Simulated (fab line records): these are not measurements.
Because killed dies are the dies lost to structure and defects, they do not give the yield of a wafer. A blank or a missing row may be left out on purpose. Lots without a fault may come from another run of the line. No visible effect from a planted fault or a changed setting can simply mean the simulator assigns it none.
One fault seen from 2 desks    flow gf180mcu    only its own numbers are on each desk; what lay behind them is given at the end

TOOL OWNER'S DESK, implanter-02
The tool's own readings at GF_NWELL_IMPLANT_09, given as means over the sampled wafers that have a number, one for each lot that went through this tool. Marked OUT: a lot whose mean sits more than 4 standard deviations from the usual mean, which makes it out of limits; the brackets give that distance.
Columns: A = beam energy keV at GF_NWELL_IMPLANT_09, usual 160.00; B = faraday current uA at GF_NWELL_IMPLANT_09, usual 22.6
lot   first seen here  A                         B
L281  day 4 08:56      160.03                    22.1
L293  day 6 20:33      174.14 (+99 or more) OUT  22.5
L296  day 7 11:07      174.15 (+99 or more) OUT  22.4
This desk's verdict: out of limits on L293, L296, starting with L293 at day 6 20:33 (beam energy keV at GF_NWELL_IMPLANT_09). Within limits: L281.

AT THE METROLOGY DESK
Lot by lot, what the gauges showed, no matter which tool ran the lot: averages of those sampled wafers that carry a number. Marked OUT: a lot whose mean sits more than 4 standard deviations from the usual mean, which makes it out of limits; the brackets give that distance.
Columns: A = DNWELL_TW at GF_DNWELL_TW_MEAS_09, usual 1336; B = NWELL_OVL at GF_NWELL_OVL_MEAS_07, usual 0.5 nm
lot   first seen here  A     B
L279  day 2 23:36      1336  0.5
L281  day 3 20:03      1337  0.0
L285  day 4 18:55      1334  1.3
L293  day 6 05:45      1345  1.3
L296  day 6 19:22      1353  0.6
L301  day 7 21:59      1331  2.0
This desk's verdict: no lot among the 6 shows anything out of limits.

PUT TOGETHER
The tool owner's desk could have raised an alarm at day 6 20:33, on L293, L296.
The metrology desk saw nothing out of limits.
The metrology desk has L293, L296 on record, within its limits.
On implanter-02, each named lot ran GF_NWELL_IMPLANT_09.

WHAT THE SIMULATOR HAD PUT IN
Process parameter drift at GF_NWELL_IMPLANT_09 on implanter-02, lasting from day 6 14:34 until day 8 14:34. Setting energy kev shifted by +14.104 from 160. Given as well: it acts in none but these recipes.
Shown lots that were struck: L293, L296.
Time in hours from fault onset to the first out-of-limits reading at each desk: the tool owner's desk, 6.
